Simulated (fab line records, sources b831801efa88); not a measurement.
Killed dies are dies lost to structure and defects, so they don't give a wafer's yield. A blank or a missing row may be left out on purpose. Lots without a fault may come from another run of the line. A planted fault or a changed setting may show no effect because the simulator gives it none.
Chamber matching | flow sfq_line | SFQ_TRILAYER_I0_DEP_PECVD_027 on pecvd-04: 3 sister chambers
The step deposits SiO2 from SiH4/N2O, time 111.11 s, target thk 500 nm. 3 wafers are shown with their chamber, then 9 later ones without.

WAFERS WITH THEIR CHAMBER
wafer  | chamber | showerhead_vpp_V (V)
L169.1 | 2       | 788
L169.4 | 0       | 920
L169.5 | 1       | 805

WAFERS WITHOUT THEIR CHAMBER
wafer  | showerhead_vpp_V (V)
L178.1 | 779
L178.2 | 903
L178.5 | 791
L180.1 | 794
L180.3 | 822
L180.6 | 818
L181.1 | 819
L181.3 | 924
L181.4 | 775

WHICH CHAMBER EACH WENT THROUGH
wafer  | from the rows above     | in truth
L178.1 | can't be placed: 2 or 1 | 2
L178.2 | 0                       | 0
L178.5 | can't be placed: 2 or 1 | 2
L180.1 | can't be placed: 2 or 1 | 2
L180.3 | can't be placed: 1 or 2 | 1
L180.6 | can't be placed: 1 or 2 | 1
L181.1 | can't be placed: 1 or 2 | 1
L181.3 | 0                       | 0
L181.4 | can't be placed: 2 or 1 | 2
Placed correctly: 2 of 9. Can't be placed from these rows: 7 (the true chamber is among the candidates in 7). Placed wrongly: 0.
How it was worked out, from the rows above alone: a wafer's distance from a chamber is the root of the sum, over the readings, of the square of ((its reading less the chamber's mean) divided by the reading's scatter). The wafer belongs to the nearest chamber; if the next one is less than 2 further off, it can't be placed. A chamber's mean is the mean of its shown wafers. The scatter: with one shown wafer a chamber, the root of the mean of the squares of how far each hidden wafer lies from its nearest shown one.
